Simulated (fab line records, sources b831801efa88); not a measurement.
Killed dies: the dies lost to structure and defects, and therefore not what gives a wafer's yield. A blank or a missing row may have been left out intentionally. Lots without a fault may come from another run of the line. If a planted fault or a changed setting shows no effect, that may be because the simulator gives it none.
A struck lot beside a sound one | flow sky130 | 30 steps out of a route of 708
Sound: these wafers, L564.4, L564.5, L564.6. The struck wafers were L571.3, L571.5, L571.6. At the end, the cause is stated.
Order at every step that has rows: each side's tool, ch and its chambers, its first start. Under that, the readings that differ: sound wafers | struck wafers | difference of the means | sigmas: that difference in standard deviations of wafers without a fault.
alike: same words and numbers on both sides, and readings whose means sit less than 2 such deviations apart. not compared: any withheld reading, any reading some wafer has no value for, any bound like >300 that may hide the same value, and any number with overlapping values for which the record gives no deviation.
Wherever a step has rows on one side only, a row that says differs or no value, or a row with sigmas, the two part there. Numbers that have no deviation but don't overlap get no sigmas and don't part them. A reading missing from all wafers of one side parts the sides only when that side holds two or more wafers.

first, 5 steps without rows for these wafers: SKY_SONOS_ONO_COAT_08 (resist thk 1140 nm); SKY_SONOS_ONO_SOFTBAKE_09 (time 60 s); SKY_SONOS_ONO_EXPOSE_10 (exposes mask ONOM, target cd 410 nm); SKY_SONOS_ONO_PEB_11; SKY_SONOS_ONO_DEVELOP_12 (develop time 60 s).
SKY_SONOS_ONO_CD_MEAS_13 targets a cd of 410 nm.
  sound: cdSem-02 at day 13 18:10; struck: cdSem-02 at day 16 01:44
reading   | sound             | struck            | difference | sigmas
cdNm (nm) | 405.1 407.0 407.6 | 413.3 415.1 414.3 | +7.7       | +4
SKY_SONOS_ONO_OVL_MEAS_14:
  sound: overlay-02 at day 13 18:15; struck: overlay-02 at day 16 01:50
  alike: SONOS_ONO_OVL
SKY_SONOS_ONO_ETCH_15: etches the open film in CHF3/O2, target depth 19.52 nm, time 7.8 s.
  sound on rieDiel-03 ch 0,1,3, day 13 18:16; struck on rieDiel-03 ch 1,2, day 16 01:52
  alike: drypumpMotorCurrentA, oesProductAu, throttleValvePct
  not compared: rfHoursCounterH
then, 1 step without rows for these wafers: SKY_SONOS_ONO_WET_ETCH_16 (etches SiO2 in dHF, target depth 14 nm, time 280 s).
SKY_SONOS_ONO_STRIP_17: strips in O2/N2.
  sound on plasmaAsher-01 ch 0,1, day 13 18:25; struck on plasmaAsher-01 ch 0,1, day 16 02:00
reading                  | sound             | struck            | difference | sigmas
stripTimeToEndpointS (s) | 14.11 14.14 14.13 | 13.97 14.01 13.99 | -0.14      | -3
  alike: drypumpMotorCurrentA, oesProductAu
  not compared: rfHoursCounterH
then, 2 steps without rows for these wafers: SKY_SONOS_ONO_WET_ETCH_18 (etches Si3N4 in H3PO4, target depth 15 nm, time 172 s); SKY_GATE_OXIDE_CLEAN_00 (cleans in SC1/SC2, time 150 s).
SKY_GATE_OXIDE_OXIDATION_01: stabilise 600 s, purge 300 s, target thk 10.268 nm.
  sound on furnace-01 ch 0, day 13 18:39; struck on furnace-02 ch 0, day 16 02:14
reading                                          | sound                | struck               | difference | sigmas
spikeTcBottomC (C)                               | 917.2 918.5 916.3    | 913.7 914.2 912.8    | -3.8       | -4
spikeTcCentreC (C)                               | 902.5 899.1 898.8    | 898.6 896.2 896.3    | -3.1       | -3
spikeTcLowerC (C)                                | 900.9 899.4 899.6    | 897.0 895.0 895.8    | -4.0       | -4
spikeTcTopC (C)                                  | 911.7 913.2 912.7    | 909.7 909.9 910.0    | -2.7       | -2
tubeCenterTempC (C)                              | 899.93 900.08 900.03 | 896.07 896.06 895.97 | -3.98      | -52
tube_center_temp_C_max                           | 902.6 901.9 902.2    | 898.3 898.5 898.5    | -3.8       | -10
model.SiO2_of_GATE_OXIDE_OXIDATION_01.thkNm (nm) | 10.26 10.46 10.38    | 10.02 9.99 10.02     | -0.36      | 
  alike: zonePowerLowerPct, zonePowerTopPct
SKY_GATE_OXIDE_THK_MEAS_02:
  sound: filmMetro-02 at day 13 20:05; struck: filmMetro-02 at day 16 03:40
reading                          | sound             | struck          | difference | sigmas
GATE_OXIDE_OXIDATION_00_THK (nm) | 10.28 10.47 10.36 | 9.95 9.97 10.03 | -0.39      | -2
then, 7 steps without rows for these wafers: SKY_GATE_OXIDE_DEHYDRATE_03 (time 60 s); SKY_GATE_OXIDE_HMDS_04 (prime time 60 s); SKY_GATE_OXIDE_COAT_05 (resist thk 1140 nm); SKY_GATE_OXIDE_SOFTBAKE_06 (time 60 s); SKY_GATE_OXIDE_EXPOSE_07 (exposes mask LVOM, target cd 600 nm); SKY_GATE_OXIDE_PEB_08; SKY_GATE_OXIDE_DEVELOP_09 (develop time 60 s).
SKY_GATE_OXIDE_OVL_MEAS_10:
  sound: overlay-02 at day 14 21:46; struck: overlay-01 at day 17 08:43
  alike: GATE_OXIDE_OVL
then, 2 steps without rows for these wafers: SKY_GATE_OXIDE_IMPLANT_11; SKY_GATE_OXIDE_WET_ETCH_12 (etches SiO2 in dHF, target depth 16.8 nm, time 336 s).
SKY_GATE_OXIDE_STRIP_13: strips in O2/N2.
  sound on plasmaAsher-04 ch 0,1, day 14 22:05; struck on plasmaAsher-01 ch 0,1, day 17 09:01
  alike: drypumpMotorCurrentA, oesProductAu, stripTimeToEndpointS
  not compared: rfHoursCounterH
SKY_GATE_OXIDE_TW_MEAS_14:
  sound: filmMetro-02 at day 14 22:10; struck: filmMetro-02 at day 17 09:06
  alike: GATE_OXIDE_TW
then, 1 step without rows for these wafers: SKY_GATE_OXIDE_CLEAN_15 (cleans in SC1/SC2, time 150 s).
SKY_GATE_OXIDE_OXIDATION_16: stabilise 600 s, purge 300 s, target thk 3.57 nm.
  sound on furnace-01 ch 0, day 14 23:40; struck on furnace-02 ch 0, day 17 10:28
reading                                          | sound             | struck            | difference | sigmas
zonePowerLowerPct (%)                            | 12.0 12.1 12.0    | 14.1 14.0 14.2    | +2.1       | +2
model.SiO2_of_GATE_OXIDE_OXIDATION_01.thkNm (nm) | 11.68 11.86 11.81 | 11.44 11.38 11.39 | -0.38      | 
  alike: oxTempC, rampDownCPerMin, spikeTcBottomC, spikeTcCentreC, spikeTcLowerC, spikeTcTopC, tubeCenterTempC, tube_center_temp_C_max, zonePowerTopPct
then, 1 step without rows for these wafers: SKY_POLY_GATE_CVD_00 (deposits poly-Si, target thk 180 nm, time 720 s).
-- record jumps: 31 days separate the struck wafers' starts on either side; left off in module POLY_GATE, taken up again in module PAD_OPEN, whose first shown step is the route's number 708 --
SKY_PAD_OPEN_PROBE_99:
  sound: prober-01 at day 46 14:06; struck: prober-02 at day 48 04:19
reading                                 | sound                | struck              | difference | sigmas
model.etest.tipSonos.rsOhmSq            | 2650 2662 2660       | 2616 2609 2639      | -36        | 
model.etest.nfetG5v0d10v5.driveUaUm     | 609.3 599.3 602      | 614.8 623.5 617.1   | +14.9      | 
model.etest.nfet_05v0_nvt.driveUaUm     | 576.6 573.7 571      | 590 590.4 589.6     | +16        | 
model.etest.pfetG5v0d10v5.driveUaUm     | 343.2 335.8 339.2    | 353.2 349.2 353.7   | +12.6      | 
model.etest.nfet_16v.driveUaUm          | 222 221.2 220.4      | 227.4 228.7 226.2   | +6.2       | 
model.etest.capThickOxide.gateLog10ACm2 | -7.155 -7.353 -7.328 | -6.863 -6.741 -6.85 | +0.461     | 
  alike: killed_at_M0_to_M3, killed_at_M4_up, killedAtContacts, killedAtFrontEnd, killedAtOther, killedDies, killedOpen, killedShort
  not compared: model.etest.nfetG5v0d10v5.rOnOhmUm, model.etest.capThickOxide.gateBvV

WHERE THEY PART
Last at SKY_GATE_OXIDE_OXIDATION_16 as far as this record goes, first at SKY_SONOS_ONO_CD_MEAS_13. Later steps at which nothing parts them and some readings are alike: SKY_PAD_OPEN_PROBE_99.

WHY: the cause the simulator had injected
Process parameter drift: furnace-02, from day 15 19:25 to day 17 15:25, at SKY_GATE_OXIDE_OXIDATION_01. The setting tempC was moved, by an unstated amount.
